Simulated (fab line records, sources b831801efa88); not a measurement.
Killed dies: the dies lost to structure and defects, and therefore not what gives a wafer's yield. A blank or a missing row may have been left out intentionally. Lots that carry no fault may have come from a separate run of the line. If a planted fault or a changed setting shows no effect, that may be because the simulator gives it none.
Split-lot experiment -- flow sky130 -- route with 708 steps; 5 lots, 23 wafers read

## THE SPLIT
At SKY_METAL3_METAL_ETCH_18 (etches the open film in Cl2/BCl3, stops on SiO2, target depth 845 nm, time 183.1 s), the setting time-s was moved away from the recipe's 183.1 s on 10 of the 23 wafers read, by -13.7% to +14.1%. This setting was run at the recipe's value on the other wafers.

No step appears in the file between the split and the reading.

## THE READING
oes-product-au, in a.u., at SKY_METAL3_STRIP_19 (strips in O2/N2). Typical for fault-free wafers on this fab line: 0.500 a.u., with standard deviation 0.0055 a.u.

wafer,"tool, chamber at the split","time-s as run, s",against the recipe,"oes-product-au, a.u.",against lot-mates on the recipe
L074.1,"rie-metal-01, 0",158.1,-13.7%,0.521,+0.015
L074.3,"rie-metal-01, 1",183.1,recipe,0.508,-
L074.4,"rie-metal-01, 0",158.1,-13.7%,0.530,+0.024
L074.5,"rie-metal-01, 0",183.1,recipe,0.503,-
L074.6,"rie-metal-01, 1",158.1,-13.7%,0.523,+0.017
L079.1,"rie-metal-03, 0",183.1,recipe,0.505,-
L079.3,"rie-metal-03, 1",208.9,+14.1%,0.471,-0.032
L079.4,"rie-metal-03, 0",183.1,recipe,0.505,-
L079.5,"rie-metal-03, 0",183.1,recipe,0.499,-
L079.6,"rie-metal-03, 1",208.9,+14.1%,0.462,-0.041
L081.2,"rie-metal-01, 1",173.4,-5.3%,0.509,+0.015
L081.3,"rie-metal-01, 1",173.4,-5.3%,0.502,+0.008
L081.4,"rie-metal-01, 0",183.1,recipe,0.497,-
L081.5,"rie-metal-01, 1",173.4,-5.3%,0.507,+0.013
L081.6,"rie-metal-01, 0",183.1,recipe,0.491,-
L084.1,"rie-metal-01, 1",197.1,+7.6%,0.483,-0.017
L084.2,"rie-metal-01, 0",183.1,recipe,0.502,-
L084.4,"rie-metal-01, 0",183.1,recipe,0.501,-
L084.5,"rie-metal-01, 0",197.1,+7.6%,0.491,-0.009
L084.6,"rie-metal-01, 1",183.1,recipe,0.497,-
L085.2,"rie-metal-02, 1",183.1,recipe,0.508,-
L085.3,"rie-metal-02, 1",183.1,recipe,0.509,-
L085.6,"rie-metal-02, 0",183.1,recipe,0.500,-

THE FIT
A straight line over all 23 wafers: oes-product-au changes by -0.00194 a.u. for each +1% of time-s; r = -0.93; the points scatter about the line by 0.0056 a.u.
The same after taking each lot's own level away (the mean of its wafers on the recipe; 23 wafers): -0.00192 a.u. for each +1%; r = -0.94; scatter 0.0052 a.u.
On that fit, the largest move of time-s shifts the reading by 0.027 a.u.
Measured against the standard deviation above, the lots' own levels, which go from 0.4940 to 0.5057 a.u., span 2.1 times it.
Hence the lot-to-lot level has little effect on the slope; both slopes agree.
Check: with one of the wafers moved furthest among these (+14.1%) left out of the fit, the line predicts -0.0273 a.u. for it against its lot-mates. Against them it came out at -0.032 a.u.
Tool readings at the split's step, against how far the setting was moved: oes-product-au r = -0.83.

## THESE WAFERS: OTHER SPLITS
Before the reading, these wafers also passed through other splits. Each is held against what the fit with the lots' levels taken away leaves over:
other split on the same wafers,wafers away from the commonest value,r with oes-product-au (lot level and that fit taken away)
SKY_METAL2_METAL_ETCH_19 icp-w,6,-0.46
SKY_CAPM_SPUTTER_02 power-w,9,+0.05
SKY_CAPM_METAL_ETCH_13 bias-w,5,+0.30

## THE WHOLE CHAIN: every reading that the file lists as answering this split, in the file's order
step,what it does,reading,change (the file's fit),r (the file's)
SKY_METAL3_METAL_ETCH_18,"etches the open film in Cl2/BCl3, stops on SiO2, target depth 845 nm, time 183.1 s",oes-product-au,"not straight: 0.942 at the lowest setting, 0.865 at the recipe, 0.857 at the highest",not given
SKY_METAL3_METAL_ETCH_18,"etches the open film in Cl2/BCl3, stops on SiO2, target depth 845 nm, time 183.1 s","KrF-thick_of_METAL3_COAT_08.thk-nm (the simulator's own value, which no gauge read)",-6.07 nm for each +1% of the setting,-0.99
SKY_METAL3_METAL_ETCH_18,"etches the open film in Cl2/BCl3, stops on SiO2, target depth 845 nm, time 183.1 s","METAL3.cd-nm (the simulator's own value, which no gauge read)",-0.963 nm for each +1% of the setting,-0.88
SKY_METAL3_STRIP_19,strips in O2/N2,oes-product-au,-0.00197 a.u. for each +1% of the setting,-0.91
SKY_METAL3_STRIP_19,strips in O2/N2,strip-time-to-endpoint-s,withheld for each +1% of the setting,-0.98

## FILE'S OWN FIT
oes-product-au changes by -0.00197 a.u. for each +1% of time-s, r = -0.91.
